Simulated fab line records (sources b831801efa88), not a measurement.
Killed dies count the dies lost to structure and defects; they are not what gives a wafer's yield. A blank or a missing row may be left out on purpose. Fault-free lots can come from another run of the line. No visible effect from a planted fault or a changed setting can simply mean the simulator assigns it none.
2 desks looking at one fault	flow sky130	each desk has only its own numbers; what lay behind them comes last

TOOL OWNER'S DESK, lpcvd-01
The tool's own readings at SKY_POLY_GATE_CVD_00 (deposits poly-Si, target thk 180 nm, time 720 s): means of the sampled wafers that have a number, for each lot that ran on this tool. If a lot's mean is further than 4 standard deviations from the usual mean, the lot is out of limits and carries the mark OUT (the distance appears in the brackets). Of its 9 readings 7 are shown: the one that was out of limits first, and those that lie furthest out on some lot.
Columns: A = spike-tc-centre-C at SKY_POLY_GATE_CVD_00, usual 620.9 C; B = spike-tc-lower-C at SKY_POLY_GATE_CVD_00, usual 620.7 C; C = spike-tc-top-C at SKY_POLY_GATE_CVD_00, usual 639.7 C; D = spike-tc-upper-C at SKY_POLY_GATE_CVD_00, usual 620.0 C; E = zone-power-centre-pct at SKY_POLY_GATE_CVD_00, usual 9.18 %; F = zone-power-lower-pct at SKY_POLY_GATE_CVD_00, usual 8.4 %; G = zone-power-upper-pct at SKY_POLY_GATE_CVD_00, usual 9.3 %
lot	first seen here	A	B	C	D	E	F	G
L809	day 14 08:24	620.6	621.3	639.2	620.0	8.96	9.1	9.0
L812	day 15 07:28	620.6	619.6	640.8	619.7	9.36	7.8	9.7
L814	day 15 20:17	620.5	621.6	639.9	619.8	9.05	9.2	8.9
L818	day 17 02:29	597.7 (-21) OUT	624.6	638.1	622.7	5.01 (-18) OUT	11.2 (+4.0) OUT	11.1 (+4.3) OUT
L819	day 17 20:11	598.0 (-21) OUT	624.4	637.4	623.9 (+4.2) OUT	5.01 (-18) OUT	11.2 (+4.1) OUT	11.0 (+4.1) OUT
L826	day 20 02:10	619.8	621.8	637.7	620.3	9.06	9.1	8.8
L827	day 20 13:56	620.2	620.8	638.8	620.4	8.90	9.1	9.0
L829	day 21 02:20	620.5	620.9	638.7	619.7	8.96	9.2	8.9
L831	day 21 20:20	621.0	621.3	639.2	620.4	9.03	9.1	8.9
L832	day 22 02:08	620.6	621.6	638.5	619.2	8.93	9.0	8.8
This desk finds L818, L819 out of limits, L818 being first, at day 17 02:29 (spike-tc-centre-C at SKY_POLY_GATE_CVD_00). L809, L812, L814, L826, L827, L829, L831, L832: within limits.

FROM THE METROLOGY DESK
What the gauges read for every lot (on any tool): the sampled wafers with a number, averaged. If a lot's mean is further than 4 standard deviations from the usual mean, the lot is out of limits and carries the mark OUT (the distance appears in the brackets).
Columns: A = SONOS_ONO_OVL at SKY_SONOS_ONO_OVL_MEAS_14, usual -0.4 nm; B = POLY_GATE_CVD_00_THK at SKY_POLY_GATE_THK_MEAS_01, usual 179.4 nm; C = LOCAL_INTERCONNECT_OVL at SKY_LOCAL_INTERCONNECT_OVL_MEAS_12, usual 4 nm
lot	first seen here	A	B	C
L809	day 13 01:26	0.1	177.7	3
L812	day 13 22:55	-1.0	181.5	-5
L814	day 14 12:24	-1.1	179.8	1
L818	day 15 16:28	-1.2	168.1 (-8.1) OUT	4
L819	day 16 08:07	0.2	163.1 (-12) OUT	-2
L826	day 18 13:10	-0.0	179.7	3
L827	day 19 00:40	0.0	179.2	6
L829	day 19 16:13	-1.1	179.6	12
L831	day 20 09:21	-0.4	177.4	11
L832	day 20 15:12	0.6	179.3	13
This desk's result: L818, L819 out of limits, first on L818 (POLY_GATE_CVD_00_THK at SKY_POLY_GATE_THK_MEAS_01), day 17 03:41. L809, L812, L814, L826, L827, L829, L831, L832: within limits.

PUT TOGETHER
An alarm could have come from the tool owner's desk at day 17 02:29, on L818, L819.
The metrology desk could have raised an alarm at day 17 03:41, on L818, L819.
The lots listed all ran SKY_POLY_GATE_CVD_00 on lpcvd-01.

WHAT THE SIMULATOR HAD INSERTED
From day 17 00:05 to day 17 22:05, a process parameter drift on lpcvd-01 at SKY_POLY_GATE_CVD_00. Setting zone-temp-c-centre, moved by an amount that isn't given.
Shown lots that were struck: L818, L819.
Hours from the fault's start to each desk's first reading out of limits: the tool owner's desk, 2; the metrology desk, 4.
